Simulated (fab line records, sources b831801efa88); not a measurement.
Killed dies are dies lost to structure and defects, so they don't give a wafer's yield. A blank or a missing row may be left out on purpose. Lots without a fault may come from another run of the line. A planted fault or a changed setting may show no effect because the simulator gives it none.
Chamber matching | flow gf180mcu | GF_V1_CVD_02 on pecvd-01: 3 sister chambers
The step deposits SiO2 from TEOS, target thk 850 nm, time 97.47 s. 16 wafers are shown with their chamber, then 8 later ones without.

WAFERS WITH THEIR CHAMBER
wafer  | chamber | heater_power_w (W)
L283.1 | 0       | 656
L283.3 | 2       | 720
L283.5 | 1       | 673
L284.4 | 1       | 791
L284.5 | 0       | 521
L284.6 | 2       | 669
L288.2 | 2       | 727
L288.3 | 0       | 522
L288.5 | 1       | 837
L291.1 | 1       | 867
L291.2 | 2       | 639
L291.6 | 0       | 595
L294.4 | 1       | 839
L294.5 | 2       | 733
L294.6 | 0       | 521
L296.2 | 2       | 707

SIGNATURES (means of the wafers above)
reading        | chamber 0 | chamber 1 | chamber 2 | scatter within a chamber
heater_power_w | 563.00    | 801.40    | 699.17    | 59.1
Rule: a wafer's distance from a chamber is the root of the sum, over the readings, of the square of ((its reading less the chamber's mean) divided by the reading's scatter). The wafer belongs to the nearest chamber; if the next one is less than 2 further off, it can't be placed. The scatter: the root of (the sum of the squares of (reading less its chamber's mean) over the shown wafers, divided by (wafers less chambers)).

WAFERS WITHOUT THEIR CHAMBER
wafer  | heater_power_w (W)
L296.3 | 799
L296.5 | 517
L299.2 | 770
L299.3 | 640
L299.4 | 624
L304.1 | 843
L304.2 | 646
L304.3 | 618

WHICH CHAMBER EACH WENT THROUGH
wafer  | from the rows above          | in truth
L296.3 | can't be placed: 1 or 2      | 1
L296.5 | 0                            | 0
L299.2 | can't be placed: 1 or 2      | 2
L299.3 | can't be placed: 2 or 0 or 1 | 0
L299.4 | can't be placed: 0 or 2 or 1 | 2
L304.1 | can't be placed: 1 or 2      | 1
L304.2 | can't be placed: 2 or 0 or 1 | 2
L304.3 | can't be placed: 0 or 2      | 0
Placed correctly: 1 of 8. Can't be placed from these rows: 7 (the true chamber is among the candidates in 7). Placed wrongly: 0.
